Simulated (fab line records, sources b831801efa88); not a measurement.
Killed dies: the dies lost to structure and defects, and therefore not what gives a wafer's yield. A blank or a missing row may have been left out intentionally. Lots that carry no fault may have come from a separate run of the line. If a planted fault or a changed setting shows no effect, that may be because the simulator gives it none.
fab line records -- flow gf180mcu
[record] lots = 14, wafers = 42, lastDay = 34
route steps=602 shown STI@23 DNWELL@39 POLY_GATE@174
lots that met no fault: taken from a fault-free run of the same line
startH: hours from the record's first day to the start of the lot's first wafer shown -- waitH: how many hours have passed since the lot's step before this one -- " unchanged from the row above -- L1.1+2: one row covering several wafers at once -- - no value, or no start was given -- * or withheld: withheld -- < > ~ a bound
route shown NAME@n: a module of which the file shows steps, and the number in the route of the first -- usual: mean and standard deviation over wafers with no fault -- same: alike in all rows -- chamber/n: place in a boat -- sites: readings site by site -- _std_site: standard deviation across them -- _edge_site: the outer-site mean with the inner-site mean subtracted -- radiusMm: for every site, how far away it sits from the centre of the wafer -- mask NAME#n: copy n -- behind: the most recent tool/chamber to have shaped the wafer -- hold: reason for holding the lot/hours on hold/outcome of the hold -- device: which transistor (n, p or np) failed to switch -- end of line: the tests these same wafers got at the end of their route -- a step without rows: its recipe alone -- killed: dies that structure and defects cost at the first sort, which is not the same as the wafer's yield -- map: shows each die of a wafer: x if killed, . if not, _ if none is there
set.NAME: the setting the step ran with; set.NAME@STEP: the setting that earlier step ran with -- model.NAME: the simulator's own value behind a step, which no gauge read
route steps across a sampled set of lots; one table per step, one row per wafer
services: the hour from which a tool's chamber was out of use, counted from the record's first day as startH (under 0 if before that day), plus the number of hours and why
[[steps]]
[step GF_STI_THK_MEAS_22]
[recipe] reads = SiO2_of_STI_OXIDATION_21
[usual] STI_OXIDATION_01_THK = 15.01/0.28
lot.wafer,tool,chamber,startH,waitH,STI_OXIDATION_01_THK[nm]
L856.1,filmMetro-02,-,28.95,0.0,14.84
L856.4,filmMetro-02,-,28.95,0.0,14.90
L856.6,filmMetro-02,-,28.95,0.0,14.70
L857.1,filmMetro-03,-,33.02,0.0,14.89
L857.2,filmMetro-03,-,33.02,0.0,14.40
L857.5,filmMetro-03,-,33.02,0.0,14.55
L858.1,filmMetro-03,-,36.82,0.0,14.59
L858.3,filmMetro-03,-,36.82,0.0,14.96
L858.6,filmMetro-03,-,36.82,0.0,15.00
L859.1,filmMetro-03,-,43.82,0.0,14.69
L859.5,filmMetro-03,-,43.82,0.0,14.95
L859.6,filmMetro-03,-,43.82,0.0,14.90
L860.3,filmMetro-02,-,47.66,0.0,14.67
L860.4,filmMetro-02,-,47.66,0.0,14.50
L860.6,filmMetro-02,-,47.66,0.0,14.81
L861.1,filmMetro-03,-,52.99,0.0,14.86
L861.4,filmMetro-03,-,52.99,0.0,14.58
L861.6,filmMetro-03,-,52.99,0.0,14.64
L862.1,filmMetro-03,-,58.72,0.0,15.53
L862.2,filmMetro-03,-,58.72,0.0,15.40
L862.6,filmMetro-03,-,58.72,0.0,15.15
L863.3,filmMetro-01,-,62.76,0.0,15.17
L863.4,filmMetro-01,-,62.76,0.0,14.98
L863.5,filmMetro-01,-,62.76,0.0,15.03
L867.1,filmMetro-02,-,85.38,0.0,15.32
L867.2,filmMetro-02,-,85.38,0.0,15.52
L867.3,filmMetro-02,-,85.38,0.0,15.36
L869.1,filmMetro-01,-,93.26,0.0,15.01
L869.2,filmMetro-01,-,93.26,0.0,14.96
L869.3,filmMetro-01,-,93.26,0.0,15.14
L874.1,filmMetro-03,-,120.73,0.0,14.98
L874.3,filmMetro-03,-,120.73,0.0,15.08
L874.5,filmMetro-03,-,120.73,0.0,15.02
L875.2,filmMetro-03,-,124.57,0.0,15.05
L875.5,filmMetro-03,-,124.57,0.0,14.97
L875.6,filmMetro-03,-,124.57,0.0,14.88
L876.1,filmMetro-03,-,129.32,0.0,15.00
L876.2,filmMetro-03,-,129.32,0.0,15.33
L876.6,filmMetro-03,-,129.32,0.0,15.21
L879.4,filmMetro-01,-,146.70,0.0,14.91
L879.5,filmMetro-01,-,146.70,0.0,14.96
L879.6,filmMetro-01,-,146.70,0.0,15.01
[step GF_STI_THK_MEAS_30]
[recipe] reads = SiO2_of_STI_OXIDATION_29
[usual] STI_OXIDATION_02_THK = 10.02/0.17
lot.wafer,tool,chamber,startH,waitH,STI_OXIDATION_02_THK[nm]
L856.1,filmMetro-01,-,31.89,0.0,9.88
L856.4,filmMetro-01,-,31.89,0.0,9.78
L856.6,filmMetro-01,-,31.89,0.0,9.74
L857.1,filmMetro-02,-,35.69,0.0,9.74
L857.2,filmMetro-02,-,35.69,0.0,9.60
L857.5,filmMetro-02,-,35.69,0.0,9.93
L858.1,filmMetro-01,-,39.35,0.0,10.26
L858.3,filmMetro-01,-,39.35,0.0,10.14
L858.6,filmMetro-01,-,39.35,0.0,10.09
L859.1,filmMetro-02,-,46.35,0.0,9.72
L859.5,filmMetro-02,-,46.35,0.0,9.63
L859.6,filmMetro-02,-,46.35,0.0,9.67
L860.3,filmMetro-03,-,50.15,0.0,10.01
L860.4,filmMetro-03,-,50.15,0.0,10.13
L860.6,filmMetro-03,-,50.15,0.0,10.05
L861.1,filmMetro-02,-,57.32,0.0,10.11
L861.4,filmMetro-02,-,57.32,0.0,9.95
L861.6,filmMetro-02,-,57.32,0.0,9.88
L862.1,filmMetro-01,-,61.30,0.0,9.99
L862.2,filmMetro-01,-,61.30,0.0,9.96
L862.6,filmMetro-01,-,61.30,0.0,10.06
L863.3,filmMetro-01,-,65.25,0.0,10.06
L863.4,filmMetro-01,-,65.25,0.0,9.81
L863.5,filmMetro-01,-,65.25,0.0,10.10
L867.1,filmMetro-01,-,88.60,0.0,10.19
L867.2,filmMetro-01,-,88.60,0.0,10.21
L867.3,filmMetro-01,-,88.60,0.0,10.14
L869.1,filmMetro-02,-,95.75,0.0,10.21
L869.2,filmMetro-02,-,95.75,0.0,10.04
L869.3,filmMetro-02,-,95.75,0.0,10.01
L874.1,filmMetro-02,-,123.22,0.0,10.13
L874.3,filmMetro-02,-,123.22,0.0,10.12
L874.5,filmMetro-02,-,123.22,0.0,10.19
L875.2,filmMetro-01,-,128.47,0.0,9.94
L875.5,filmMetro-01,-,128.47,0.0,9.94
L875.6,filmMetro-01,-,128.47,0.0,9.90
L876.1,filmMetro-03,-,131.85,0.0,10.03
L876.2,filmMetro-03,-,131.85,0.0,10.10
L876.6,filmMetro-03,-,131.85,0.0,10.14
L879.4,filmMetro-02,-,149.31,0.0,10.17
L879.5,filmMetro-02,-,149.31,0.0,10.27
L879.6,filmMetro-02,-,149.31,0.0,10.06
[step GF_DNWELL_IMPLANT_07]
[recipe] species = P, energyKev = 1500, doseCm2 = 1e+13, tiltDeg = 0
[usual] beamEnergyKeV = 1499.9/0.45
lot.wafer,tool,chamber,startH,waitH,beamEnergyKeV
L856.1,implanter-03,0,43.56,-,1500.8
L856.4,implanter-03,0,43.56,-,1499.7
L856.6,implanter-03,0,43.56,-,1500.0
L857.1,implanter-03,0,48.17,-,1500.1
L857.2,implanter-03,0,48.17,-,1499.6
L857.5,implanter-03,0,48.17,-,1500.6
L858.1,implanter-01,0,52.03,-,1500.3
L858.3,implanter-01,0,52.03,-,1500.8
L858.6,implanter-01,0,52.03,-,1500.9
L859.1,implanter-04,0,58.71,-,1500.1
L859.5,implanter-04,0,58.71,-,1500.8
L859.6,implanter-04,0,58.71,-,1499.9
L860.3,implanter-01,0,62.34,-,1500.5
L860.4,implanter-01,0,62.34,-,1499.5
L860.6,implanter-01,0,62.34,-,1499.7
L861.1,implanter-03,0,69.71,-,1500.5
L861.4,implanter-03,0,69.71,-,1500.5
L861.6,implanter-03,0,69.71,-,1500.2
L862.1,implanter-04,0,73.86,-,1500.5
L862.2,implanter-04,0,73.86,-,1499.9
L862.6,implanter-04,0,73.86,-,1499.0
L863.3,implanter-01,0,78.28,-,1500.1
L863.4,implanter-01,0,78.28,-,1499.8
L863.5,implanter-01,0,78.28,-,1499.1
L867.1,implanter-01,0,101.38,-,1570.5
L867.2,implanter-01,0,101.38,-,1569.9
L867.3,implanter-01,0,101.38,-,1569.5
L869.1,implanter-01,0,109.68,-,1569.6
L869.2,implanter-01,0,109.68,-,1569.2
L869.3,implanter-01,0,109.68,-,1569.4
L874.1,implanter-04,0,137.93,-,1499.9
L874.3,implanter-04,0,137.93,-,1499.8
L874.5,implanter-04,0,137.93,-,1500.2
L875.2,implanter-03,0,144.15,-,1499.3
L875.5,implanter-03,0,144.15,-,1499.2
L875.6,implanter-03,0,144.15,-,1500.1
L876.1,implanter-04,0,147.51,-,1499.6
L876.2,implanter-04,0,147.51,-,1499.1
L876.6,implanter-04,0,147.51,-,1500.3
L879.4,implanter-04,0,166.06,-,1499.8
L879.5,implanter-04,0,166.06,-,1499.7
L879.6,implanter-04,0,166.06,-,1499.6
[step GF_POLY_GATE_THK_MEAS_17]
[recipe] reads = SiO2_of_POLY_GATE_OXIDATION_16
[usual] POLY_GATE_OXIDATION_THK = 4.00/0.069
lot.wafer,tool,chamber,startH,waitH,POLY_GATE_OXIDATION_THK[nm]
L856.1,filmMetro-02,-,201.89,0.0,4.01
L856.4,filmMetro-02,-,201.89,0.0,3.99
L856.6,filmMetro-02,-,201.89,0.0,4.02
L857.1,filmMetro-01,-,206.20,0.0,3.90
L857.2,filmMetro-01,-,206.20,0.0,3.98
L857.5,filmMetro-01,-,206.20,0.0,4.01
L858.1,filmMetro-01,-,211.28,0.0,3.85
L858.3,filmMetro-01,-,211.28,0.0,3.85
L858.6,filmMetro-01,-,211.28,0.0,3.85
L859.1,filmMetro-02,-,221.12,0.0,4.06
L859.5,filmMetro-02,-,221.12,0.0,4.06
L859.6,filmMetro-02,-,221.12,0.0,4.01
L860.3,filmMetro-02,-,224.82,0.0,3.97
L860.4,filmMetro-02,-,224.82,0.0,3.92
L860.6,filmMetro-02,-,224.82,0.0,3.98
L861.1,filmMetro-04,-,235.17,0.0,4.02
L861.4,filmMetro-04,-,235.17,0.0,4.02
L861.6,filmMetro-04,-,235.17,0.0,3.99
L862.1,filmMetro-04,-,240.42,0.0,4.09
L862.2,filmMetro-04,-,240.42,0.0,4.10
L862.6,filmMetro-04,-,240.42,0.0,4.10
L863.3,filmMetro-01,-,245.78,0.0,3.97
L863.4,filmMetro-01,-,245.78,0.0,4.00
L863.5,filmMetro-01,-,245.78,0.0,4.04
L867.1,filmMetro-02,-,277.76,0.0,3.94
L867.2,filmMetro-02,-,277.76,0.0,3.96
L867.3,filmMetro-02,-,277.76,0.0,3.96
L869.1,filmMetro-01,-,288.14,0.0,3.97
L869.2,filmMetro-01,-,288.14,0.0,3.96
L869.3,filmMetro-01,-,288.14,0.0,3.99
L874.1,filmMetro-02,-,327.76,0.0,3.93
L874.3,filmMetro-02,-,327.76,0.0,4.01
L874.5,filmMetro-02,-,327.76,0.0,3.91
L875.2,filmMetro-04,-,333.59,0.0,3.95
L875.5,filmMetro-04,-,333.59,0.0,4.03
L875.6,filmMetro-04,-,333.59,0.0,4.02
L876.1,filmMetro-02,-,338.72,0.0,4.11
L876.2,filmMetro-02,-,338.72,0.0,4.06
L876.6,filmMetro-02,-,338.72,0.0,4.06
L879.4,filmMetro-04,-,365.17,0.0,3.97
L879.5,filmMetro-04,-,365.17,0.0,3.98
L879.6,filmMetro-04,-,365.17,0.0,3.83
[[services]]
tool,chamber,startH,hours,kind
implanter-01,-,23.17,2.4,repair
implanter-04,-,45.14,4.3,pm
implanter-03,-,54.17,1.3,repair
implanter-03,-,112.12,1.4,repair
implanter-01,-,128.54,5.2,pm
[[key]]
[firstSign] step = GF_DNWELL_IMPLANT_07, reading = beamEnergyKeV, direction = up, sigmas = 99+, usual = 1499.9, struck = 1569.7
effect none on later readings
metAt GF_DNWELL_IMPLANT_07
struckLots L867,L869
testerLeftOut L867,L869
notActingAt GF_STI_THK_MEAS_22,GF_STI_THK_MEAS_30,GF_POLY_GATE_THK_MEAS_17
onsetBetween 78.28 101.38
[fault] kind = processParameterDrift, tool = implanter-01, chamber = -, onsetH = 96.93, steps = GF_DNWELL_IMPLANT_07, channel = energyKev, offset = 69.907, shape = step, endH = 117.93, actsIn = theseRecipesOnly, stated = 1500
// testerLeftOut: of these lots the tester's yield and bins aren't shown, on N5 and GAA mostly nor the transistor test; their killed dies are dies lost to structure and defects alone, not to doping, threshold or leakage, so they don't give the yield
